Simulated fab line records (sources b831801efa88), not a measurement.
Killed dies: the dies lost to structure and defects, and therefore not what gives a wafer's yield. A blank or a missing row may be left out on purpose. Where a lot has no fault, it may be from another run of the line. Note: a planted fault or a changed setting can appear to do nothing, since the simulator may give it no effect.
What tool caused it? || flow sky130 || 14 lots with 42 wafers sampled at 2 steps, on a route of 708 steps

WHAT THE GAUGES SHOWED, per wafer
SKY_LI_CONTACT_OVL_MEAS_13.
{"lot": "L722", "measured": "day 28 22:31", "on": "overlay-02", "LI_CONTACT_OVL (nm)": "-9 -4 -6"}
{"lot": "L724", "measured": "day 30 00:38", "on": "overlay-02", "LI_CONTACT_OVL (nm)": "-11 -8 -12"}
{"lot": "L725", "measured": "day 30 02:46", "on": "overlay-02", "LI_CONTACT_OVL (nm)": "-10 0 0"}
{"lot": "L726", "measured": "day 30 11:34", "on": "overlay-01", "LI_CONTACT_OVL (nm)": "-6 -7 -11"}
{"lot": "L727", "measured": "day 31 00:35", "on": "overlay-02", "LI_CONTACT_OVL (nm)": "-3 -6 -16"}
{"lot": "L728", "measured": "day 31 11:37", "on": "overlay-02", "LI_CONTACT_OVL (nm)": "7 -4 -6"}
{"lot": "L729", "measured": "day 31 18:17", "on": "overlay-01", "LI_CONTACT_OVL (nm)": "-6 -1 -4"}
{"lot": "L732", "measured": "day 32 16:23", "on": "overlay-01", "LI_CONTACT_OVL (nm)": "0 -4 -9"}
{"lot": "L733", "measured": "day 33 01:10", "on": "overlay-02", "LI_CONTACT_OVL (nm)": "-2 -6 -10"}
{"lot": "L734", "measured": "day 33 09:29", "on": "overlay-02", "LI_CONTACT_OVL (nm)": "-4 -5 0"}
{"lot": "L735", "measured": "day 33 11:28", "on": "overlay-01", "LI_CONTACT_OVL (nm)": "-13 -19 -10"}
{"lot": "L736", "measured": "day 34 01:04", "on": "overlay-01", "LI_CONTACT_OVL (nm)": "-4 -4 -10"}
{"lot": "L742", "measured": "day 35 15:16", "on": "overlay-01", "LI_CONTACT_OVL (nm)": "-11 -8 -7"}
{"lot": "L745", "measured": "day 36 17:08", "on": "overlay-02", "LI_CONTACT_OVL (nm)": "-11 -4 -5"}

WHAT TOOL EACH LOT RAN ON (gives the tool, then ch and the chambers of the sampled wafers, and finally the start)
{"lot": "L722", "SKY_LI_CONTACT_SOFTBAKE_08": "litho_track-03 ch 0, day 28 07:00"}
{"lot": "L724", "SKY_LI_CONTACT_SOFTBAKE_08": "litho_track-03 ch 0, day 29 10:00"}
{"lot": "L725", "SKY_LI_CONTACT_SOFTBAKE_08": "litho_track-03 ch 0, day 29 12:00"}
{"lot": "L726", "SKY_LI_CONTACT_SOFTBAKE_08": "litho_track-03 ch 0, day 29 20:00"}
{"lot": "L727", "SKY_LI_CONTACT_SOFTBAKE_08": "litho_track-03 ch 0, day 30 10:00"}
{"lot": "L728", "SKY_LI_CONTACT_SOFTBAKE_08": "litho_track-03 ch 0, day 30 21:00"}
{"lot": "L729", "SKY_LI_CONTACT_SOFTBAKE_08": "litho_track-03 ch 0, day 31 04:00"}
{"lot": "L732", "SKY_LI_CONTACT_SOFTBAKE_08": "litho_track-02 ch 0, day 32 02:00"}
{"lot": "L733", "SKY_LI_CONTACT_SOFTBAKE_08": "litho_track-03 ch 0, day 32 12:00"}
{"lot": "L734", "SKY_LI_CONTACT_SOFTBAKE_08": "litho_track-03 ch 0, day 32 21:00"}
{"lot": "L735", "SKY_LI_CONTACT_SOFTBAKE_08": "litho_track-02 ch 0, day 32 22:00"}
{"lot": "L736", "SKY_LI_CONTACT_SOFTBAKE_08": "litho_track-02 ch 0, day 33 11:00"}
{"lot": "L742", "SKY_LI_CONTACT_SOFTBAKE_08": "litho_track-02 ch 0, day 35 01:00"}
{"lot": "L745", "SKY_LI_CONTACT_SOFTBAKE_08": "litho_track-02 ch 0, day 36 04:00"}
- SKY_LI_CONTACT_SOFTBAKE_08: time 90 s.

AS READ BY THE TOOLS THEMSELVES (means over the sampled wafers that have a number; for cases with no such wafer, the mark the record gives instead)
SKY_LI_CONTACT_SOFTBAKE_08.
{"lot": "L722", "tool": "litho_track-03", "heater_power_total_W (W)": 57.29, "run_length_s (s)": 119.35}
{"lot": "L724", "tool": "litho_track-03", "heater_power_total_W (W)": 57.36, "run_length_s (s)": 119.29}
{"lot": "L725", "tool": "litho_track-03", "heater_power_total_W (W)": 57.21, "run_length_s (s)": 119.47}
{"lot": "L726", "tool": "litho_track-03", "heater_power_total_W (W)": 57.48, "run_length_s (s)": 119.29}
{"lot": "L727", "tool": "litho_track-03", "heater_power_total_W (W)": 57.29, "run_length_s (s)": 119.28}
{"lot": "L728", "tool": "litho_track-03", "heater_power_total_W (W)": 57.48, "run_length_s (s)": 119.32}
{"lot": "L729", "tool": "litho_track-03", "heater_power_total_W (W)": 57.35, "run_length_s (s)": 119.34}
{"lot": "L732", "tool": "litho_track-02", "heater_power_total_W (W)": 57.48, "run_length_s (s)": 119.47}
{"lot": "L733", "tool": "litho_track-03", "heater_power_total_W (W)": 57.36, "run_length_s (s)": 119.31}
{"lot": "L734", "tool": "litho_track-03", "heater_power_total_W (W)": 57.49, "run_length_s (s)": 119.26}
{"lot": "L735", "tool": "litho_track-02", "heater_power_total_W (W)": 57.36, "run_length_s (s)": 119.41}
{"lot": "L736", "tool": "litho_track-02", "heater_power_total_W (W)": 57.33, "run_length_s (s)": 119.48}
{"lot": "L742", "tool": "litho_track-02", "heater_power_total_W (W)": 57.91, "run_length_s (s)": 116.50}
{"lot": "L745", "tool": "litho_track-02", "heater_power_total_W (W)": 57.92, "run_length_s (s)": 116.36}

THE ANSWER, worked out from the rows above alone
Rule: the lots themselves supply what counts as usual. Put in order of their means at a reading, lots are off if they are a third of the lots or fewer, leave a main group of 4 or more, and stand apart from it by a gap of 3 or more times the standard deviation of the main group's means; of several such gaps the widest counts. The tables above print the reading to a certain number of digits; a main group whose means all agree to those digits is not used. Also off: a lot with no number at a reading for which 4 or more lots have one. The other lots that the step has rows for count as sound. Order of review: gauges by route order, followed by the tools' own readings, for which a lot's mean as printed above is used. At the first step where some lot is off, the reading lying furthest off is the one used; lots without a number count as furthest.
Off, at SKY_LI_CONTACT_SOFTBAKE_08 on run_length_s: L742, L745. Main group: mean 119.36 s, sd 0.077.
A tool fits if, at that step or a process step before it, it ran every lot that is off, and no sound lot after the first of them. One fits: litho_track-02 at SKY_LI_CONTACT_SOFTBAKE_08. Its last sound lot is L736 (day 33 11:00), its first lot that is off L742 (day 35 01:00): a fault that began between those two fits.
The tool's own readings at SKY_LI_CONTACT_SOFTBAKE_08 bear it out: on the lots that are off they differ by more than 5 times the standard deviation of the sound lots' means. heater_power_total_W reads 57.91 W there against 57.37 W on the sound lots; run_length_s reads 116.43 s there against 119.36 s on the sound lots.

WHAT WAS PUT IN BY THE SIMULATOR
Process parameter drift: litho_track-02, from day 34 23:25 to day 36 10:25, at SKY_LI_CONTACT_SOFTBAKE_08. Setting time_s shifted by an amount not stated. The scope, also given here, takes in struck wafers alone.
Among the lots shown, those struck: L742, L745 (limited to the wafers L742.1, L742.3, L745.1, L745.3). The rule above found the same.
